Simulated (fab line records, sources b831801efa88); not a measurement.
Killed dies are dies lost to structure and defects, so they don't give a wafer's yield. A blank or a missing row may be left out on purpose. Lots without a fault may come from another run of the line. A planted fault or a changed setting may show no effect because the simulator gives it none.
Which tool did it? | flow sky130 | 12 lots, 36 wafers sampled, at 3 steps of a route of 708

WHAT THE GAUGES READ, wafer by wafer
SKY_VIA4_RS_MEAS_19: measures by four-point-probe. Usual: VIA4_W_RS 0.233 ohm/sq, standard deviation 0.0031.
lot  | measured     | on            | VIA4_W_RS (ohm/sq) | flag
L358 | day 42 17:00 | film_metro-01 | 0.238 0.233 0.231  |
L359 | day 42 21:28 | film_metro-03 | 0.234 0.232 0.232  |
L361 | day 43 18:49 | film_metro-02 | 0.236 0.240 0.238  |
L363 | day 44 04:56 | film_metro-02 | 0.230 0.235 0.234  |
L366 | day 46 07:53 | film_metro-03 | 0.234 0.231 0.233  |
L364 | day 46 09:13 | film_metro-01 | 0.227 0.228 0.230  |
L367 | day 46 14:37 | film_metro-01 | 0.231 0.234 0.235  |
L374 | day 47 02:11 | film_metro-01 | 0.230 0.232 0.228  |
L376 | day 47 03:59 | film_metro-03 | 0.231 0.230 0.229  |
L379 | day 47 20:56 | film_metro-01 | 0.231 0.231 0.233  |
L380 | day 49 01:32 | film_metro-02 | 0.237 0.238 0.236  |
L381 | day 49 02:38 | film_metro-01 | 0.235 0.236 0.235  |

WHICH TOOL RAN EACH LOT (tool, then ch and the chambers of the sampled wafers, then the start)
lot  | SKY_METAL2_SPUTTER_01        | SKY_VIA4_CVD_18
L358 | pvd_sputter-02, day 33 22:43 | cvd_w-01 ch 0,1, day 42 16:50
L359 | pvd_sputter-04, day 34 00:29 | cvd_w-01 ch 0,1, day 42 21:19
L361 | pvd_sputter-04, day 35 01:03 | cvd_w-01 ch 0,1, day 43 18:41
L363 | pvd_sputter-04, day 35 15:53 | cvd_w-02 ch 0,1, day 44 04:47
L366 | pvd_sputter-04, day 38 05:05 | cvd_w-01 ch 0,1, day 46 07:44
L364 | pvd_sputter-04, day 38 05:53 | cvd_w-02 ch 0,1, day 46 09:04
L367 | pvd_sputter-02, day 38 10:18 | cvd_w-02 ch 0,1, day 46 14:28
L374 | pvd_sputter-04, day 39 01:49 | cvd_w-01 ch 0,1, day 47 02:01
L376 | pvd_sputter-04, day 39 06:43 | cvd_w-01 ch 0,1, day 47 03:49
L379 | pvd_sputter-02, day 40 02:18 | cvd_w-01 ch 0,1, day 47 20:47
L380 | pvd_sputter-02, day 41 14:23 | cvd_w-01 ch 0,1, day 49 01:23
L381 | pvd_sputter-03, day 41 14:52 | cvd_w-01 ch 0,1, day 49 02:29
- SKY_METAL2_SPUTTER_01: material TiN, target thk 20 nm, time 16.7 s.
- SKY_VIA4_CVD_18: deposits W, target thk 505 nm, time 152.14 s.

WHAT THE TOOLS THEMSELVES READ (means of the sampled wafers that have a number; where no wafer has one, the mark that the record gives instead)
SKY_METAL2_SPUTTER_01. Usual: cathode_dc_power_W 6500.2 W, standard deviation 1.2; throttle_valve_pct 30.1 %, standard deviation 1.1.
lot  | tool           | cathode_dc_power_W (W) | throttle_valve_pct (%) | flag
L358 | pvd_sputter-02 | 6500.0                 | 28.8                   |
L359 | pvd_sputter-04 | 6500.2                 | 30.5                   |
L361 | pvd_sputter-04 | 6500.7                 | 30.8                   |
L363 | pvd_sputter-04 | 6500.6                 | 30.3                   |
L366 | pvd_sputter-04 | 6499.9                 | 30.5                   |
L364 | pvd_sputter-04 | 6501.3                 | 30.8                   |
L367 | pvd_sputter-02 | 6499.5                 | 29.1                   |
L374 | pvd_sputter-04 | 6500.7                 | 29.9                   |
L376 | pvd_sputter-04 | 6500.7                 | 30.0                   |
L379 | pvd_sputter-02 | 6501.1                 | 29.3                   |
L380 | pvd_sputter-02 | 6500.6                 | 28.5                   |
L381 | pvd_sputter-03 | 6500.3                 | 30.3                   |

SKY_VIA4_CVD_18. Usual: heater_power_w 816 W, standard deviation 35.
lot  | tool     | heater_power_w (W) | flag
L358 | cvd_w-01 | 803                |
L359 | cvd_w-01 | 800                |
L361 | cvd_w-01 | 833                |
L363 | cvd_w-02 | 821                |
L366 | cvd_w-01 | 815                |
L364 | cvd_w-02 | 826                |
L367 | cvd_w-02 | 819                |
L374 | cvd_w-01 | 831                |
L376 | cvd_w-01 | 833                |
L379 | cvd_w-01 | 835                |
L380 | cvd_w-01 | 850                |
L381 | cvd_w-01 | 808                |

THE ANSWER, worked out from the rows above alone
Rule: a lot is off if the mean of its wafers that have a number lies more than 3 standard deviations from the usual mean. A lot without any number at a reading at which 4 lots or more have one is off too. The other lots that the step has rows for count as sound. The gauges are gone through in route order, then the tools' own readings, and for those a lot's mean is taken as printed above. The first step at which some lot is off is used, and at that step the reading that is off furthest; a lot without a number counts as furthest.
No lot is off at any reading shown: from this, nothing can be told.

WHAT THE SIMULATOR HAD PUT IN
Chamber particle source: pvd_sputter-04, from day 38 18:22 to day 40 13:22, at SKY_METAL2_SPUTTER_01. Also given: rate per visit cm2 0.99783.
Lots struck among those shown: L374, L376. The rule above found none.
